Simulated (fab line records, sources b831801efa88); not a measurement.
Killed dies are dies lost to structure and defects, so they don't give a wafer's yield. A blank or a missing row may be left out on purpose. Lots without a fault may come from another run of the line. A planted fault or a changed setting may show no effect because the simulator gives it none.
Problem report in the 8D (eight disciplines) form, filled by code | flow sky130 | the parts of the form that need people (team, actions taken, sign-off) are left out

1. THE PROBLEM
VIA4_HDPCVD_THK at SKY_VIA4_THK_MEAS_01 reads a mean of 2853 nm on 6 wafers of 3 lots; wafers without a fault read 1741 nm with a standard deviation of 20. That is +56 standard deviations from the usual mean.
First seen on wafer L203.2, day 44 23:32, on film_metro-04. The record holds 20 wafers of 7 lots with a number at this step. Rule for "out", or "out of limits": more than 4 standard deviations from the usual mean. The other wafers with a number count as sound.

2. WHAT IT IS AND WHAT IT IS NOT
question                    | is                                             | is not
which readings at this step | VIA4_HDPCVD_THK                                | -
which lots                  | L203, L205, L206                               | L193, L194, L207, L214
which wafers of those lots  | L203.2, L203.6, L205.2, L205.6, L206.2, L206.6 | L203.4, L205.1
read on which gauges        | film_metro-02, film_metro-04                   | film_metro-03
when                        | from day 44 23:32                              | up to then (7 sound wafers); but 7 sound wafers of L205, L207, L214 came after

3. SUSPECTS, AND WHAT RULES EACH OUT
Counting: a tool at a process step up to the reading stays a suspect if it ran every lot that is out. Sound lots after the first of them don't rule it out here, since some wafers of a struck lot are sound.
- the gauge at SKY_VIA4_THK_MEAS_01: ruled out. The wafers that are out were read on 2 gauges (film_metro-02, film_metro-04).
- rie_metal-04 at SKY_METAL4_DESCUM_15 (chemistry O2, time 8 s): kept. It ran every lot that is out, first L203 (day 44 22:26); its last sound lot up to then is L193 (day 42 08:21).
- rie_metal-04 at SKY_METAL4_ETCH_16 (etches BARC in N2/H2, stops on SiO2, time 88.2 s, target depth 60 nm): kept. It ran every lot that is out, first L203 (day 44 22:28); its last sound lot up to then is L193 (day 42 08:24).
- hdpcvd-01 at SKY_VIA4_HDPCVD_00 (deposits SiO2, target thk 1750 nm, time 291.7 s): kept. It ran every lot that is out, first L203 (day 44 23:21); its last sound lot up to then is L194 (day 43 05:41). Its own readings are out on those wafers: run_length_s.
Left after counting: rie_metal-04 at SKY_METAL4_DESCUM_15, rie_metal-04 at SKY_METAL4_ETCH_16, hdpcvd-01 at SKY_VIA4_HDPCVD_00.

4. THE CAUSE (what the simulator had put in)
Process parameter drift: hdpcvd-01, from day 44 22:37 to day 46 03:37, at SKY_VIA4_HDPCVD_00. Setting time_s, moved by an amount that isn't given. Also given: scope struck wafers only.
Counting left 3 suspects, and this tool is among them.

5. THE CHAIN OF EFFECTS, in route order
Each row: a reading whose mean over the struck wafers that have a number lies more than 3 standard deviations from the usual. Only readings for which the record gives a usual standard deviation are gone through. hours: the time from each lot's start at the first step in this table that gives one to its start at this step, as a median over the lots. sigmas: the change in usual standard deviations.
hours | step                 | reading         | usual   | on struck wafers | change | sigmas
0     | SKY_VIA4_HDPCVD_00   | run_length_s    | 319.5 s | 506.4            | +186.9 | +99 or more
0     | SKY_VIA4_THK_MEAS_01 | VIA4_HDPCVD_THK | 1741 nm | 2853             | +1112  | +56
The process steps in it:
- SKY_VIA4_HDPCVD_00: deposits SiO2, target thk 1750 nm, time 291.7 s.

6. WHAT WOULD HAVE CAUGHT IT SOONER
In this record the first reading out of limits at a measuring or inspecting step was taken at day 44 23:32, 1 hour after the fault began at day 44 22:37.
The tool's own readings at SKY_VIA4_HDPCVD_00 were out on every struck wafer that the step has a row for (run_length_s): an alarm limit on them would have fired on the first of those.
Of the lots that are out (3), L205, L206 began SKY_VIA4_HDPCVD_00 on hdpcvd-01 after day 44 23:32. A hold on the tool at that time would have spared those 2.
